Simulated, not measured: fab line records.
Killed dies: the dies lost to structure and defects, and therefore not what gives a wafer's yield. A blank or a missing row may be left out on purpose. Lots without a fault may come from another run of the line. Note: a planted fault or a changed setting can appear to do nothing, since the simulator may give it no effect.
fab line records -- flow sky130 -- part 2 of 2: steps 44 to 44 of 44
record lots=6, wafers=17, last_day=50
route steps=708 shown VIA2@527 METAL3@532 CAPM@537 PAD_OPEN@708
lots that met no fault: taken from a fault-free run of the same line
start_h: hours from the record's opening day to when the first of the lot's shown wafers began -- wait_h: hours since the lot's step before -- " unchanged from the row above -- L1.1+2: several wafers, shown together as one row -- - no value present, or no start provided -- * or withheld: withheld -- < > ~ a bound
route shown NAME@n: a module of which the file shows steps, and the number in the route of the first -- usual: mean and standard deviation over wafers with no fault -- same: alike in all rows -- chamber/n: place in a boat -- sites: readings site by site -- _std_site: the values' standard deviation -- _edge_site: inner sites' mean taken away from outer sites' mean -- radius_mm: for every site, how far away it sits from the centre of the wafer -- mask NAME#n: copy n -- behind: the most recent tool/chamber to have shaped the wafer -- hold: what put the lot on hold/how long, in hours/how the hold closed -- device: the transistor (n, p or np) that didn't switch -- end of line: tests of these same wafers at the route's end -- where a step has no rows: the recipe by itself -- killed: dies lost to structure and defects at the first sort, not the wafer's yield -- map: shows each die of a wafer: x if killed, . if not, _ if none is there
set.NAME: setting as actually run; set.NAME@STEP: the setting as run at that earlier step -- model.NAME: the simulator's own value behind a step, which no gauge read
lots at selected steps of the route; one table per step, one row per wafer
services: the hour from which a tool's chamber was out of use, counted from the record's first day as start_h (under 0 if before that day), plus the number of hours and why
## steps
# step SKY_PAD_OPEN_PROBE_99
# usual defect_limited_yield=82.5/1.9, killed_at_M0_to_M3=43/6.8, killed_at_M4_up=3.0/1.6, killed_at_contacts=25/6, killed_at_front_end=15/4.4, killed_at_other=0.3/0.52, killed_dies=86/9.6, killed_open=47/6.7, killed_short=39/6.8, sort_bin_3_pad_short=0.9/0.43, sort_bin_5_function=10.3/1.5, sort_bin_6_memory=6.3/1.1, sort_n_pass=406/9.6, sort_yield_pct=82.5/1.9
# same gross_dies=492, killed_at_back_side=0, sort_bin_4_leakage[%]=0, sort_bin_8_speed[%]=0
lot.wafer,tool,chamber,start_h,wait_h,defect_limited_yield[%],killed_at_M0_to_M3,killed_at_M4_up,killed_at_contacts,killed_at_front_end,killed_at_other,killed_dies,killed_open,killed_short,sort_bin_3_pad_short[%],sort_bin_5_function[%],sort_bin_6_memory[%],sort_n_pass,sort_yield_pct[%],model.etest.cap_mim.plate_ohm_sq
L857.3,prober-02,-,1098.01,0.2,85.4,34,4,21,13,0,72,47,25,1.0,9.1,4.5,420,85.4,5.912
L857.5,prober-02,-,1098.11,0.2,84.6,35,3,26,12,0,76,42,34,0.4,8.9,6.1,416,84.6,5.907
L857.6,prober-02,-,1098.16,0.2,83.7,43,1,25,11,0,80,53,27,0.8,9.1,6.3,412,83.7,5.931
L860.4,prober-02,-,1126.96,0.2,79.7,43,3,37,16,1,100,54,45,1.2,12.2,6.9,392,79.7,6.101
L860.5,prober-02,-,1127.01,0.2,83.1,37,3,28,15,0,83,48,35,0.8,8.7,7.3,409,83.1,5.958
L860.6,prober-02,-,1127.06,0.2,81.3,43,1,32,16,0,92,59,33,1.6,10.8,6.3,400,81.3,6.087
L869.1,prober-02,-,1159.98,0.1,81.9,53,4,14,18,0,89,46,43,1.0,9.6,7.5,403,81.9,5.979
L869.6,prober-02,-,1160.23,0.2,85.4,42,2,18,9,1,72,33,38,0.8,7.9,5.9,420,85.4,6.163
L870.3,prober-01,-,1165.30,0.2,80.3,47,1,26,22,1,97,43,54,0.6,12.8,6.3,395,80.3,6.054
L870.4,prober-01,-,1165.35,0.2,82.7,35,2,27,19,2,85,53,31,0.4,11.2,5.7,407,82.7,6.184
L870.5,prober-01,-,1165.40,0.2,81.7,48,6,22,14,0,90,45,45,0.2,10.6,7.5,402,81.7,6.081
L874.1,prober-01,-,1185.13,0.1,82.3,41,2,22,22,0,87,43,44,1.8,10.6,5.3,405,82.3,6.078
L874.2,prober-01,-,1185.18,0.1,84.1,36,2,25,15,0,78,36,42,1.2,11.0,3.7,414,84.1,5.92
L874.3,prober-01,-,1185.23,0.2,83.9,40,1,25,13,0,79,44,35,1.0,9.8,5.3,413,83.9,5.969
L877.3,prober-02,-,1192.68,0.2,81.1,40,5,30,18,0,93,59,33,0.8,11.6,6.5,399,81.1,5.914
L877.5,prober-02,-,1192.78,0.2,80.5,46,2,30,18,0,96,54,41,0.6,10.0,8.9,396,80.5,5.973
L877.6,prober-02,-,1192.83,0.2,82.9,43,4,22,15,0,84,41,42,1.0,9.8,6.3,408,82.9,6.038
# killed by level:class
L857.3 CONTACT:geometric_particle:open=11 VIA2:geometric_particle:open=10 VIA1:geometric_particle:open=9 LI_CONTACT:geometric_particle:open=6 FIELD_ISO:geometric_particle:short=5 METAL4:geometric_particle:short=4 METAL1:geometric_particle:short=4 VIA3:geometric_particle:open=4
L857.5 CONTACT:geometric_particle:open=10 LI_CONTACT:geometric_particle:open=8 VIA2:geometric_particle:open=5 POLY_GATE:geometric_particle:open=5 VIA1:geometric_particle:short=5 METAL3:geometric_particle:short=5 VIA3:geometric_particle:open=5 LOCAL_INTERCONNECT:geometric_particle:short=4
L857.6 VIA1:geometric_particle:open=15 CONTACT:geometric_particle:open=11 VIA2:geometric_particle:open=8 VIA3:geometric_particle:open=6 METAL2:geometric_particle:short=6 FIELD_ISO:geometric_particle:open=5 LI_CONTACT:geometric_particle:open=5 LOCAL_INTERCONNECT:geometric_particle:short=5
L860.4 CONTACT:geometric_particle:open=12 VIA1:geometric_particle:open=9 VIA1:geometric_particle:short=9 LI_CONTACT:geometric_particle:open=8 CONTACT:geometric_particle:short=8 LI_CONTACT:geometric_particle:short=5 VIA2:geometric_particle:open=5 FIELD_ISO:geometric_particle:open=4
L860.5 VIA1:geometric_particle:open=9 LI_CONTACT:geometric_particle:open=8 CONTACT:geometric_particle:open=7 VIA3:geometric_particle:open=7 FIELD_ISO:geometric_particle:open=5 VIA2:geometric_particle:open=5 CONTACT:geometric_particle:short=5 METAL1:geometric_particle:short=5
L860.6 CONTACT:geometric_particle:open=14 VIA3:geometric_particle:open=9 VIA1:geometric_particle:open=9 LI_CONTACT:geometric_particle:short=8 LI_CONTACT:geometric_particle:open=7 FIELD_ISO:geometric_particle:open=5 VIA2:geometric_particle:open=5 FIELD_ISO:geometric_particle:short=4
L869.1 VIA1:geometric_particle:open=16 METAL2:geometric_particle:short=8 FIELD_ISO:geometric_particle:open=6 METAL1:geometric_particle:short=6 VIA1:geometric_particle:short=6 VIA3:geometric_particle:open=5 POLY_GATE:geometric_particle:short=4 VIA3:geometric_particle:short=4
L869.6 VIA1:geometric_particle:open=9 LI_CONTACT:geometric_particle:short=7 METAL1:geometric_particle:short=7 CONTACT:geometric_particle:open=5 FIELD_ISO:geometric_particle:open=4 METAL2:geometric_particle:short=4 VIA2:geometric_particle:open=4 VIA3:geometric_particle:short=4
L870.3 CONTACT:geometric_particle:open=9 FIELD_ISO:geometric_particle:open=8 CONTACT:geometric_particle:short=8 VIA1:geometric_particle:short=8 FIELD_ISO:geometric_particle:short=7 METAL1:geometric_particle:short=7 VIA1:geometric_particle:open=6 METAL2:geometric_particle:short=6
L870.4 VIA1:geometric_particle:open=10 FIELD_ISO:geometric_particle:open=8 CONTACT:geometric_particle:open=8 LI_CONTACT:geometric_particle:open=7 VIA2:geometric_particle:open=6 CONTACT:geometric_particle:short=5 VIA3:geometric_particle:open=5 POLY_GATE:geometric_particle:open=4
L870.5 VIA1:geometric_particle:open=15 CONTACT:geometric_particle:open=11 VIA1:geometric_particle:short=8 POLY_GATE:geometric_particle:short=5 VIA2:geometric_particle:open=5 FIELD_ISO:geometric_particle:short=4 CONTACT:geometric_particle:short=4 METAL2:geometric_particle:short=4
L874.1 VIA1:geometric_particle:open=7 LOCAL_INTERCONNECT:geometric_particle:short=6 VIA2:geometric_particle:open=6 FIELD_ISO:geometric_particle:open=5 POLY_GATE:geometric_particle:short=5 SPACER:geometric_particle:short=5 CONTACT:geometric_particle:open=5 METAL1:geometric_particle:open=5
L874.2 LI_CONTACT:geometric_particle:open=10 VIA2:geometric_particle:open=7 CONTACT:geometric_particle:short=5 CONTACT:geometric_particle:open=5 VIA1:geometric_particle:open=5 FIELD_ISO:geometric_particle:short=4 POLY_GATE:geometric_particle:open=4 VIA3:geometric_particle:open=4
L874.3 CONTACT:geometric_particle:open=11 VIA1:geometric_particle:open=9 METAL2:geometric_particle:short=7 POLY_GATE:geometric_particle:open=6 VIA1:geometric_particle:short=6 VIA2:geometric_particle:open=6 CONTACT:geometric_particle:short=4 POLY_GATE:geometric_particle:short=4
L877.3 VIA1:geometric_particle:open=15 CONTACT:geometric_particle:open=10 LI_CONTACT:geometric_particle:open=9 VIA2:geometric_particle:open=8 FIELD_ISO:geometric_particle:open=5 METAL1:geometric_particle:short=4 METAL2:geometric_particle:short=4 FIELD_ISO:geometric_particle:short=3
L877.5 VIA1:geometric_particle:open=10 LI_CONTACT:geometric_particle:open=9 VIA3:geometric_particle:open=9 CONTACT:geometric_particle:open=7 LOCAL_INTERCONNECT:geometric_particle:short=7 VIA2:geometric_particle:open=5 CONTACT:geometric_particle:short=4 VIA1:geometric_particle:short=4
L877.6 VIA1:geometric_particle:open=12 CONTACT:geometric_particle:open=8 FIELD_ISO:geometric_particle:short=7 VIA3:geometric_particle:open=7 VIA3:geometric_particle:short=6 VIA1:geometric_particle:short=5 LI_CONTACT:geometric_particle:open=4 LOCAL_INTERCONNECT:geometric_particle:short=4
## services
tool,chamber,start_h,hours,kind
pvd_sputter-01,-,856.72,1.9,repair
cmp-01,-,863.14,1.3,repair
cmp-01,-,868.30,3.6,pm
rie_metal-04,0,880.78,-,clean
rie_metal-04,0,880.78,16.9,scheduled_down
rie_metal-04,0,880.78,16.9,vent_cycle
rie_metal-01,1,884.01,-,clean
rie_metal-01,1,884.01,16.7,scheduled_down
rie_metal-01,1,884.01,16.7,vent_cycle
rie_metal-04,-,885.56,0.4,repair
cmp-02,-,904.36,15.7,pm
rie_metal-04,-,918.65,1.3,repair
cmp-02,-,920.02,6.2,pm
cmp-02,-,926.20,4.0,pm
cmp-01,-,932.08,3.0,repair
cmp-02,-,935.11,6.6,pm
rie_metal-02,-,937.76,2.8,pm
rie_metal-01,-,948.34,1.4,pm
rie_metal-02,0,962.56,-,clean
rie_metal-02,0,962.56,23.4,scheduled_down
rie_metal-02,0,962.56,23.4,vent_cycle
rie_metal-04,0,1019.67,4.6,repair
rie_metal-03,-,1024.43,2.8,pm
pvd_sputter-04,-,1029.32,9.2,repair
## key
first_sign step=SKY_CAPM_RS_MEAS_03, reading=CAPM_TIN_RS, direction=up, sigmas=3.7, usual=6.89, struck=7.11
effect step=SKY_CAPM_THK_MEAS_04, reading=CAPM_TIN_THK, direction=down, sigmas=3.8, usual=200.6, struck=193.7
effect step=SKY_CAPM_METAL_ETCH_13, reading=oes_product_au, direction=down, sigmas=3, usual=0.942, struck=0.925
model_effect step=SKY_CAPM_SPUTTER_02, value=TiN_of_CAPM_SPUTTER_02.thk_nm, without=200, struck=194.2
model_effect step=SKY_CAPM_METAL_ETCH_13, value=CAPM.feature_depth_nm, without=200, struck=194.2
model_effect step=SKY_METAL3_STRIP_20, value=TiN_of_CAPM_SPUTTER_02.thk_nm, without=199.2, struck=193.3
model_effect step=SKY_PAD_OPEN_PROBE_99, value=etest.cap_mim.plate_ohm_sq, without=5.993, struck=6.174
met_at SKY_CAPM_SPUTTER_02
struck_wafers L869.6,L870.4
fault kind=process_parameter_drift, tool=pvd_sputter-03, chamber=-, onset_h=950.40, steps=SKY_CAPM_SPUTTER_02, channel=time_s, offset=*, shape=step, end_h=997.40, scope=struck_wafers_only, acts_in=*, stated=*
